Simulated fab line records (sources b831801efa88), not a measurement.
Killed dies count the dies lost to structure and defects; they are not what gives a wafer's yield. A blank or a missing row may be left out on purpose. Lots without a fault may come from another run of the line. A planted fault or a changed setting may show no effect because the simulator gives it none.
Matching of chambers | flow sky130 | SKY_LI_CONTACT_ETCH_15 on rie diel-04: 4 sister chambers
The step etches PSG in C4F8/O2/Ar, stops on Si, target depth 600 nm. 8 wafers are shown with their chamber, then 8 later ones without.

WAFERS PAIRED WITH THEIR CHAMBERS
wafer  | chamber | oes product au (a.u.) | bias w (W)
L078.6 | 2       | 0.836                 | 1199
L086.4 | 3       | 0.840                 | 1199
L090.1 | 1       | 0.843                 | 1208
L090.4 | 3       | 0.833                 | 1198
L092.1 | 1       | 0.842                 | 1191
L092.2 | 0       | 0.836                 | 1198
L092.3 | 2       | 0.836                 | 1203
L094.1 | 0       | 0.832                 | 1206

WAFERS WHOSE CHAMBER IS MISSING
wafer  | oes product au (a.u.) | bias w (W)
L094.4 | 0.839                 | 1204
L094.6 | 0.834                 | 1201
L096.1 | 0.830                 | 1201
L096.2 | 0.841                 | 1198
L096.3 | 0.838                 | 1195
L097.4 | 0.839                 | 1192
L097.5 | 0.834                 | 1201
L097.6 | 0.837                 | 1206

EACH ONE'S CHAMBER
wafer  | from the rows above               | in truth
L094.4 | can't be placed: 2 or 3 or 1 or 0 | 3
L094.6 | can't be placed: 0 or 2 or 3      | 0
L096.1 | can't be placed: 0 or 2 or 3      | 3
L096.2 | can't be placed: 1 or 3 or 2 or 0 | 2
L096.3 | can't be placed: 3 or 2 or 1 or 0 | 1
L097.4 | can't be placed: 3 or 1 or 2 or 0 | 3
L097.5 | can't be placed: 0 or 2 or 3      | 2
L097.6 | can't be placed: 2 or 3 or 0 or 1 | 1
Correctly placed: 0 of 8. From these rows, 8 cannot be placed; in 8 the true chamber is one of the candidates. 0 placed wrongly.
How it was worked out, from the rows above alone: a wafer's distance from a chamber is the root of the sum, over the readings, of the square of ((its reading less the chamber's mean) divided by the reading's scatter). If the next closest chamber is less than 2 further off than the closest, the wafer can't be placed; otherwise it belongs to the closest. A chamber's mean is the mean of its shown wafers. How the scatter is found: for the shown wafers, subtract from each reading the mean of its chamber, square and add these, divide the total by (wafers less chambers), then take the root.
